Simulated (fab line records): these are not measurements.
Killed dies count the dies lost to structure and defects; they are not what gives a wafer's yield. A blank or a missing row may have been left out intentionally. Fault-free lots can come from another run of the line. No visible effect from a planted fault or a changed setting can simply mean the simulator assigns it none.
2 desks, one fault -- flow gf180mcu -- each desk holds nothing but its own numbers, with what lay behind them at the end

METROLOGY DESK
What the gauges read for every lot (on any tool): the sampled wafers with a number, averaged. If a lot's mean is further than 4 standard deviations from the usual mean, the lot is out of limits and carries the mark OUT (the distance appears in the brackets).
Columns: A = cdNm at GF_V1_CD_MEAS_14, usual 260.2 nm; B = V1_OVL at GF_V1_OVL_MEAS_15, usual 1 nm
lot,first seen here,A,B
L552,day 22 08:09,259.3,7
L557,day 24 03:29,261.9,-5
L560,day 24 23:55,259.8,3
L559,day 25 01:34,260.0,-5
L563,day 25 23:23,260.2,-2
L565,day 26 11:31,259.7,0
Finding of this desk: none of the 6 lots has anything out of limits.

AT THE TOOL OWNER'S DESK: pvdSputter-01
The tool's own readings at GF_V1_SPUTTER_21 (material Ti, target thk 15 nm, time 80.02 s): means of the sampled wafers that have a number, for each lot that ran on this tool. If a lot's mean is further than 4 standard deviations from the usual mean, the lot is out of limits and carries the mark OUT (the distance appears in the brackets).
Columns: A = throttleValvePct at GF_V1_SPUTTER_21, usual 29.7 %
lot,first seen here,A
L557,day 24 04:19,29.5
L560,day 25 01:22,29.2
L559,day 25 02:26,29.6
Finding of this desk: none of the 3 lots has anything out of limits.

TAKEN TOGETHER
From the metrology desk's view, nothing was out of limits.
Nothing out of limits was seen by the tool owner's desk.

WHAT THE SIMULATOR PUT IN
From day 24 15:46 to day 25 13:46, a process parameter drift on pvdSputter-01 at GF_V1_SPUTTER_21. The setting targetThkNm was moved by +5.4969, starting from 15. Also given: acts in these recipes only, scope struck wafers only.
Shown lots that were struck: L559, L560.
